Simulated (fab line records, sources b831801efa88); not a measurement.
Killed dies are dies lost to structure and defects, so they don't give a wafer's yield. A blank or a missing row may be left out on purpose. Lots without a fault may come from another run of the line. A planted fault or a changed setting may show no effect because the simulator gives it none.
A sampling plan put to the test | flow gf180mcu | one fab line, 13 faults that these records tell of, each judged on the records of the lots that it struck
The plan is the line's own looks: the steps of the route at which a gauge or an inspection reads the wafer and doesn't change it. A look can be judged if struck wafers have a number there and the file gives its usual mean and standard deviation on fault-free wafers. Caught: at a look after the fault's first step, the mean of the struck wafers lies 4 or more of those standard deviations (sigma) from the usual mean. On the tool: the same test on the tool's own readings at the fault's steps. Another recipe on the struck wafers, or a record that is blank for them alone, also counts as caught.

THE FAULTS, as the simulator had put them in
1. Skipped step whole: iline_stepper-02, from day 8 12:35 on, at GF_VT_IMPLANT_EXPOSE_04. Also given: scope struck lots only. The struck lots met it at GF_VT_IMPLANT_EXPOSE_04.
2. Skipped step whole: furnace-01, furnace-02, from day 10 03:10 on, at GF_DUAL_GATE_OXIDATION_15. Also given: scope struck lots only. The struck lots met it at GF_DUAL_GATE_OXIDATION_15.
3. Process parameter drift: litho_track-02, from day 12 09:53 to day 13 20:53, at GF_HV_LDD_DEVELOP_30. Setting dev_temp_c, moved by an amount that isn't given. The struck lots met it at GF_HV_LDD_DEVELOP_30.
4. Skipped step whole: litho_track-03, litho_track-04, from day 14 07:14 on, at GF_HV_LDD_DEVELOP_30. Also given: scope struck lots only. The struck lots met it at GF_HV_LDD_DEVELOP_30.
5. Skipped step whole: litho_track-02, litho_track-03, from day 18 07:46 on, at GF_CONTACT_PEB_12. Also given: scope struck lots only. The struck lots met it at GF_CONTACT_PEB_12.
6. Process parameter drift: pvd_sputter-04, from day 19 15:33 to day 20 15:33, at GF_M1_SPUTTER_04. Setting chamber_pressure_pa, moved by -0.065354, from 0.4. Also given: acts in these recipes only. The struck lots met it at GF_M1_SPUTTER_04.
7. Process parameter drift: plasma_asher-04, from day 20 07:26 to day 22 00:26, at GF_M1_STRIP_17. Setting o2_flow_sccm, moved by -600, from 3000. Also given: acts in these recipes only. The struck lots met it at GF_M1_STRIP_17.
8. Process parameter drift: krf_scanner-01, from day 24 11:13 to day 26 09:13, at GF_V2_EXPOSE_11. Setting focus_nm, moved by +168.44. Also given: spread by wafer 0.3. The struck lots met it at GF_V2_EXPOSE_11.
9. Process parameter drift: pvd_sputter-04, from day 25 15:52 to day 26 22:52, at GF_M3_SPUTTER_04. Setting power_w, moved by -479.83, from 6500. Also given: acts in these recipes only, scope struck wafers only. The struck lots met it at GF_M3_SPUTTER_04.
10. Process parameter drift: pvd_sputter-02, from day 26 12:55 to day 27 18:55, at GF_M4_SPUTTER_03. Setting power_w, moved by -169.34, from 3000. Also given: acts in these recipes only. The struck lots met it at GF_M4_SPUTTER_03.
11. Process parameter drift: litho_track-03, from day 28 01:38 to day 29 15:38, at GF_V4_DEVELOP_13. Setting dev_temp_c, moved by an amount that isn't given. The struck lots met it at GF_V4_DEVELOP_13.
12. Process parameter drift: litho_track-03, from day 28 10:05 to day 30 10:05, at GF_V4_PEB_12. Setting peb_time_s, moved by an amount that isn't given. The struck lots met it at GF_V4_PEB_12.
13. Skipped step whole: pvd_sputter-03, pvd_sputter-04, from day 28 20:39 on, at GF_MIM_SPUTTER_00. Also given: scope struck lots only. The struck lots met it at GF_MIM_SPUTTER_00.

WHAT THE PLAN SAW
fault | on the tool itself                               | first look that catches it                      | reading, sigma | median hours from its first step to that look | hours from the fault's start to the first struck lot there | judged looks passed uncaught
1     | no reading that can be judged                    | no look after it can be judged                  | -              | -                                             | -                                                          | 0
2     | the tool's record is blank for the struck wafers | no look after it can be judged                  | -              | -                                             | -                                                          | 0
3     | developer_temp_C -8.2 sigma                      | none of the 2 looks that can be judged after it | -              | -                                             | -                                                          | 2
4     | the tool's record is blank for the struck wafers | no look after it can be judged                  | -              | -                                             | -                                                          | 0
5     | the tool's record is blank for the struck wafers | no look after it can be judged                  | -              | -                                             | -                                                          | 0
6     | chamber_pressure_pa -80 sigma                    | not the one look that can be judged after it    | -              | -                                             | -                                                          | 1
7     | o2_flow_sccm -69 sigma                           | no look after it can be judged                  | -              | -                                             | -                                                          | 0
8     | only faintly: exposure_dose_mJ_cm2 -2.6 sigma    | not the one look that can be judged after it    | -              | -                                             | -                                                          | 1
9     | cathode_dc_power_W -99 or beyond sigma           | none of the 2 looks that can be judged after it | -              | -                                             | -                                                          | 2
10    | cathode_dc_power_W -99 or beyond sigma           | not the one look that can be judged after it    | -              | -                                             | -                                                          | 1
11    | developer_temp_C +7.8 sigma                      | not the one look that can be judged after it    | -              | -                                             | -                                                          | 1
12    | heater_power_total_W +11 sigma                   | not the one look that can be judged after it    | -              | -                                             | -                                                          | 1
13    | the tool's record is blank for the struck wafers | no look after it can be judged                  | -              | -                                             | -                                                          | 0
A dash: the fault isn't caught, or these records don't give the number.

Caught at a look: 0 of 13. Caught on the tool: 11 of 13. By one or the other: 11 of 13.
Caught on the tool alone: faults 2, 3, 4, 5, 6, 7, 9, 10, 11, 12, 13.
Caught by neither: faults 1, 8.
